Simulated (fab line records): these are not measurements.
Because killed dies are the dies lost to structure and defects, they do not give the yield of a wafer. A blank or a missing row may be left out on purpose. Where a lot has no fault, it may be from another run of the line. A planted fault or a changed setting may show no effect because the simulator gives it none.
Struck lot and sound lot, side by side :: flow sky130 :: 20 out of 708 route steps
Sound: the wafers L207.2, L207.4, L207.5. Wafers L200.3, L200.4, L200.6 were the ones struck. Last of all comes the cause.
Each step with rows lists, per side, the tool, then ch with its chambers, then its first start. Under that, the readings that differ: sound wafers :: struck wafers :: difference of the means :: sigmas: that difference in standard deviations of wafers without a fault.
alike: readings with means less than 2 such deviations apart, plus words and numbers identical on both sides. not compared: withheld readings, readings lacking a value on some wafer, bounds such as >300 that could conceal the same value, and numbers that have no deviation in the record and whose values overlap.
The two part at a step that has a row with sigmas, a row that says differs or no value, or rows on one side only. Numbers that don't overlap but have no deviation are shown without sigmas and don't part them. A reading missing from all wafers of one side parts the sides only when that side holds two or more wafers.

SKY_FIELD_ISO_BOW_MEAS_00:
  struck on filmMetro-03, day 3 07:02; sound on filmMetro-02, day 4 18:01
  alike: INCOMING_BOW
then, 1 step without rows for these wafers: SKY_FIELD_ISO_OXIDATION_01 (stabilise 600 s, purge 300 s, target thk 12 nm).
SKY_FIELD_ISO_THK_MEAS_02:
  struck on filmMetro-03, day 3 08:39; sound on filmMetro-02, day 4 21:15
  alike: FIELD_ISO_OXIDATION_00_THK
then, 1 step without rows for these wafers: SKY_FIELD_ISO_CVD_03 (deposits Si3N4 from DCS/NH3, target thk 165 nm, time 2830 s).
SKY_FIELD_ISO_THK_MEAS_04:
  struck on filmMetro-04, day 3 10:30; sound on filmMetro-03, day 5 00:48
  alike: FIELD_ISO_CVD_03_THK
then, 5 steps without rows for these wafers: SKY_FIELD_ISO_DEHYDRATE_05 (time 60 s); SKY_FIELD_ISO_HMDS_06 (prime time 60 s); SKY_FIELD_ISO_COAT_07 (resist thk 60 nm); SKY_FIELD_ISO_COAT_08 (resist thk 450 nm); SKY_FIELD_ISO_SOFTBAKE_09 (time 90 s).
SKY_FIELD_ISO_EXPOSE_10: exposes mask FOM, target cd 150 nm.
  sound on krfScanner-01 ch 0, day 5 09:37; struck on krfScanner-02 ch 0, day 3 18:24
reading: exposureDoseMJCm2
sound: 28.31 28.28 28.26
struck: 31.63 31.66 31.63
difference: +3.36
sigmas: +39
  alike: mask
then, 2 steps without rows for these wafers: SKY_FIELD_ISO_PEB_11; SKY_FIELD_ISO_DEVELOP_12 (develop time 60 s).
SKY_FIELD_ISO_CD_MEAS_13: the cd target is 150 nm.
  struck on cdSem-02, day 4 03:05; sound on cdSem-02, day 5 19:05
reading: cdNm (nm)
sound: 151.1 150.3 150.6
struck: 129.6 129.4 129.6
difference: -21.1
sigmas: -12
  not compared: hold
SKY_FIELD_ISO_ETCH_14: etches BARC in N2/H2, stops on SiO2, time 45.9 s, target depth 60 nm.
  sound on rieDiel-02 ch 0,1,3, day 5 19:11; struck on rieDiel-03 ch 0,2, day 4 06:13
reading: hold
sound: - - -
struck: awaitDispo/3.0h/release awaitDispo/3.0h/release awaitDispo/3.0h/release
difference: no value on the sound wafers
sigmas: 

reading: model.FIELD_ISO.cdNm (nm)
sound: 151.1 149.8 149.6
struck: 129.8 129.2 129.4
difference: -20.7
sigmas: 
  alike: drypumpMotorCurrentA, oesProductAu, throttleValvePct
  not compared: rfHoursCounterH
SKY_FIELD_ISO_ETCH_15: etches the open film in CHF3/O2, stops on Si, target depth 180 nm, time 72 s.
  sound on rieDiel-02 ch 0,1,3, day 5 19:13; struck on rieDiel-03 ch 0,2, day 4 06:16
  alike: drypumpMotorCurrentA, oesProductAu, throttleValvePct
  not compared: rfHoursCounterH
SKY_FIELD_ISO_STRIP_16: strips in O2/N2.
  sound on plasmaAsher-02 ch 0,1, day 5 19:17; struck on plasmaAsher-01 ch 0,1, day 4 06:29
  alike: drypumpMotorCurrentA, oesProductAu, stripTimeToEndpointS
  not compared: rfHoursCounterH
SKY_FIELD_ISO_ETCH_17: etches Si in HBr/Cl2/O2, target depth 342 nm, time 97.7 s.
  sound on rieSi-02 ch 0,1,2, day 5 19:23; struck on rieSi-01 ch 0,1, day 4 06:34
reading: model.FIELD_ISO.cdNm (nm)
sound: 151 149.2 149.7
struck: 130.2 128.1 128.2
difference: -21.1
sigmas: 
  alike: drypumpMotorCurrentA, oesProductAu, throttleValvePct
  not compared: rfHoursCounterH
then, 1 step without rows for these wafers: SKY_FIELD_ISO_WET_ETCH_18 (etches Si3N4 in H3PO4, target depth 25 nm, time 286 s).
-- here the record skips 44 days between the struck wafers' starts before and after, leaving off in module FIELD_ISO and picking up in module PAD_OPEN (first step shown: number 708 of the route) --
SKY_PAD_OPEN_PROBE_99:
  struck on prober-01, day 48 01:46; sound on prober-02, day 49 19:52
reading: hold
sound: - - -
struck: awaitDispo/3.4h/release awaitDispo/3.4h/release awaitDispo/3.4h/release
difference: no value on the sound wafers
sigmas: 

reading: killedAtContacts
sound: 26 39 30
struck: 10 25 18
difference: -14
sigmas: -2

reading: killedAtFrontEnd
sound: 12 15 11
struck: 48 59 69
difference: +46
sigmas: +11

reading: killedDies
sound: 91 93 97
struck: 115 133 119
difference: +29
sigmas: +3

reading: model.etest.pfetG5v0d10v5.rOnOhmUm
sound: 4744 4833 4769
struck: 4945 4858 4962
difference: +140
sigmas: 

reading: model.etest.resPdiff.lineOhmUm
sound: 1408 1423 1444
struck: 1586 1606 1602
difference: +173
sigmas: 

reading: model.etest.resNdiff.lineOhmUm
sound: 762.9 773.9 766.1
struck: 846.7 882 881.8
difference: +102.5
sigmas: 

reading: model.etest.sramNfetPass.driveUaUm
sound: 483.6 479.3 480.6
struck: 419.6 408.9 414.3
difference: -66.9
sigmas: 

reading: model.etest.sonosUncharged.rOnOhmUm
sound: 809.7 797.8 815.3
struck: 834.5 855.3 852.2
difference: +39.7
sigmas: 

reading: model.etest.resNdiff.widthNm (nm)
sound: 158 156.3 156.9
struck: 137.6 135.3 134.5
difference: -21.3
sigmas: 

reading: model.etest.resPdiff.widthNm (nm)
sound: 145.3 143.5 143.9
struck: 124.3 122.2 122.3
difference: -21.3
sigmas: 

reading: model.etest.sramPfetLatch.driveUaUm
sound: 138.4 138.2 136.4
struck: 116.9 118.4 112.3
difference: -21.8
sigmas: 
  alike: killed_at_M0_to_M3, killed_at_M4_up, killedAtOther, killedOpen, killedShort

== WHERE THEY PART ==
Earliest at SKY_FIELD_ISO_EXPOSE_10; latest, in this record, at SKY_PAD_OPEN_PROBE_99.

WHY: what had been put in by the simulator
Drift in process parameters on krfScanner-02 at SKY_FIELD_ISO_EXPOSE_10, starting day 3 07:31. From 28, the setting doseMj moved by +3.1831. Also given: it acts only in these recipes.
